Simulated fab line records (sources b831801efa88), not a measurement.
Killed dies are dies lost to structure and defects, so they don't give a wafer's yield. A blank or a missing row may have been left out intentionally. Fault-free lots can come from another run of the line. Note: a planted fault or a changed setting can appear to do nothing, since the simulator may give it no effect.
A lot that was struck, set against a sound lot / flow sky130 / 17 steps out of a route of 708
Sound: the wafers L438.1, L438.2, L438.4. Struck: wafers L446.1, L446.4, L446.5. The cause is given at the end.
Order at every step that has rows: each side's tool, ch and its chambers, its first start. Under that, the readings that differ: sound wafers / struck wafers / difference of the means / sigmas: that difference in standard deviations of wafers without a fault.
alike: a reading whose means differ by less than 2 such deviations, as well as words and numbers matching on both sides. not compared: withheld readings; readings where some wafer has no value; bounds like >300 that might hide an equal value; numbers whose values overlap and for which the record gives no deviation.
A row with sigmas, a row that says differs or no value, or rows on one side alone: a step with any of these is where the two part. Non-overlapping numbers with no deviation appear without sigmas and do not part them. Lack of a reading on every wafer of one side parts them only where that side has two or more wafers.

SKY_LDD_P_OVL_MEAS_08:
  sound on overlay-02 at day 19 07:30; struck on overlay-02 at day 23 05:21
  alike: LDD_P_OVL
after that, 1 step had no rows for these wafers: SKY_LDD_P_IMPLANT_09.
SKY_LDD_P_STRIP_10: strips in O2/N2.
  sound on plasmaAsher-04 ch 0,1, day 19 07:41; struck on plasmaAsher-01 ch 0,1, day 23 05:32
  alike: drypumpMotorCurrentA, oesProductAu, stripTimeToEndpointS
  not compared: rfHoursCounterH
SKY_LDD_P_TW_MEAS_11:
  sound on filmMetro-03 at day 19 07:47; struck on filmMetro-02 at day 23 05:38
  alike: LDD_P_TW
then, 7 steps without rows for these wafers: SKY_LDD_HVN_DEHYDRATE_00 (time 60 s); SKY_LDD_HVN_HMDS_01 (prime time 60 s); SKY_LDD_HVN_COAT_02 (resist thk 300 nm); SKY_LDD_HVN_SOFTBAKE_03 (time 60 s); SKY_LDD_HVN_EXPOSE_04 (exposes mask HVNTM, target cd 700 nm); SKY_LDD_HVN_PEB_05; SKY_LDD_HVN_DEVELOP_06 (develop time 60 s).
SKY_LDD_HVN_OVL_MEAS_07:
  sound on overlay-02 at day 20 14:16; struck on overlay-02 at day 24 11:11
  alike: LDD_HVN_OVL
SKY_LDD_HVN_IMPLANT_08:
  sound on implanter-01 ch 0, day 20 14:19; struck on implanter-01 ch 0, day 24 11:13
reading=tiltDeg (degrees); sound=39.987 39.965 39.957; struck=0.002 -0.011 0.005; difference=-39.971; sigmas=-99 or more
  alike: beamEnergyKeV
SKY_LDD_HVN_STRIP_09: strips in O2/N2.
  sound on plasmaAsher-01 ch 0,1, day 20 14:28; struck on plasmaAsher-02 ch 0,1, day 24 11:22
  alike: drypumpMotorCurrentA, oesProductAu, stripTimeToEndpointS
  not compared: rfHoursCounterH
SKY_LDD_HVN_TW_MEAS_10:
  sound on filmMetro-04 at day 20 14:34; struck on filmMetro-03 at day 24 11:28
reading=LDD_HVN_TW; sound=1459 1453 1451; struck=1289 1288 1282; difference=-168; sigmas=-14
then, 1 step without rows for these wafers: SKY_LDD_HVP_DEHYDRATE_00 (time 60 s).
-- the record jumps here: 24 days lie between the struck wafers' starts before and after (it left off in module LDD_HVP and takes up again in module PAD_OPEN, whose first step shown is number 708 of the route) --
SKY_PAD_OPEN_PROBE_99:
  sound on prober-01 at day 46 05:59; struck on prober-01 at day 48 20:50
reading=killedAtFrontEnd; sound=4 6 11; struck=17 23 17; difference=+12; sigmas=+3
reading=model.etest.tip_n_5v.rsOhmSq; sound=1374 1394 1369; struck=969.7 962.5 963.6; difference=-413.7; sigmas=
reading=model.etest.nfetG5v0d10v5.rOnOhmUm; sound=1856 1861 1851; struck=1788 1771 1817; difference=-64; sigmas=
reading=model.etest.nfetG5v0d10v5.driveUaUm; sound=618 623.8 619.7; struck=632 645.2 626.3; difference=+14; sigmas=
reading=model.etest.resNdiffHv.rsOhmSq; sound=110.7 110.5 110.8; struck=111.5 110.9 111.5; difference=+0.6; sigmas=
reading=model.etest.nfetG5v0d10v5.vtSatV (V); sound=0.754 0.7531 0.756; struck=0.749 0.7358 0.743; difference=-0.012; sigmas=
  alike: killed_at_M0_to_M3, killed_at_M4_up, killedAtContacts, killedAtOther, killedDies, killedOpen, killedShort

== WHERE THEY PART ==
Earliest at SKY_LDD_HVN_IMPLANT_08; latest, in this record, at SKY_PAD_OPEN_PROBE_99.

WHY: what the simulator had put in
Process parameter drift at SKY_LDD_HVN_IMPLANT_08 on implanter-01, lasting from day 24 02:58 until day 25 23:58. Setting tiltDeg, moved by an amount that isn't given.
